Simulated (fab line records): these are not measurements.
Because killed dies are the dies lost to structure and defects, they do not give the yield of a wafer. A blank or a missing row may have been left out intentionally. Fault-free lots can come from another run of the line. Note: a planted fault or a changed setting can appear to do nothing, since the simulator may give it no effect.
One fault through the eyes of 2 desks :: flow sfq line :: each desk has only its own numbers; what lay behind them comes last

== METROLOGY DESK ==
Means of the sampled wafers that have a number, per lot and without regard to the tool the lot ran on: this is what the gauges read. Marked OUT: a lot whose mean sits more than 4 standard deviations from the usual mean, which makes it out of limits; the brackets give that distance.
Columns: A = I7_BOW at SFQ_I7_BOW_MEAS_946, usual 4 um; B = M8_AU_RS at SFQ_M8_RS_MEAS_949, usual 0.1541 ohm/sq
lot: L885
first seen here: day 72 20:02
A: 2
B: 0.1528

lot: L886
first seen here: day 73 05:44
A: 20
B: 0.1541

lot: L887
first seen here: day 74 22:46
A: 14
B: 0.1554

lot: L888
first seen here: day 75 01:46
A: 13
B: 0.1546

lot: L889
first seen here: day 75 04:47
A: -9
B: 0.1552

lot: L890
first seen here: day 75 05:21
A: 9
B: 0.1533

lot: L894
first seen here: day 76 12:37
A: 13
B: 0.1543

lot: L898
first seen here: day 77 16:54
A: 5
B: 0.1541

lot: L899
first seen here: day 77 18:31
A: 12
B: 0.1516

lot: L901
first seen here: day 78 00:31
A: 6
B: 0.1531

lot: L904
first seen here: day 82 21:52
A: -6
B: 0.1538

lot: L905
first seen here: day 83 06:02
A: 9
B: 0.1543

lot: L906
first seen here: day 86 15:01
A: -14
B: 0.1541

lot: L907
first seen here: day 86 17:48
A: 6
B: 0.1526
This desk found nothing out of limits on any of the 14 lots.

== TOOL OWNER'S DESK, krf scanner-01 ==
The tool's own readings at SFQ_TRILAYER_M8_LITHO_EXPOSE_194 (exposes mask M8, target cd 2000 nm): means of the sampled wafers that have a number, for each lot that ran on this tool. Marked OUT: a lot whose mean sits more than 4 standard deviations from the usual mean, which makes it out of limits; the brackets give that distance.
Columns: A = exposure dose mJ cm2 at SFQ_TRILAYER_M8_LITHO_EXPOSE_194, usual 14.401; B = focus offset nm at SFQ_TRILAYER_M8_LITHO_EXPOSE_194, usual 0.0 nm
lot: L885
first seen here: day 81 11:26
A: 14.410
B: 0.4

lot: L886
first seen here: day 81 16:02
A: 14.383
B: -0.7

lot: L887
first seen here: day 83 05:14
A: 14.397
B: -0.2

lot: L890
first seen here: day 83 21:14
A: 14.413
B: 0.6
This desk found nothing out of limits on any of the 4 lots.

== ALL TOGETHER ==
Nothing out of limits was seen by the metrology desk.
The tool owner's desk saw nothing out of limits.

== WHAT THE SIMULATOR HAD INSERTED ==
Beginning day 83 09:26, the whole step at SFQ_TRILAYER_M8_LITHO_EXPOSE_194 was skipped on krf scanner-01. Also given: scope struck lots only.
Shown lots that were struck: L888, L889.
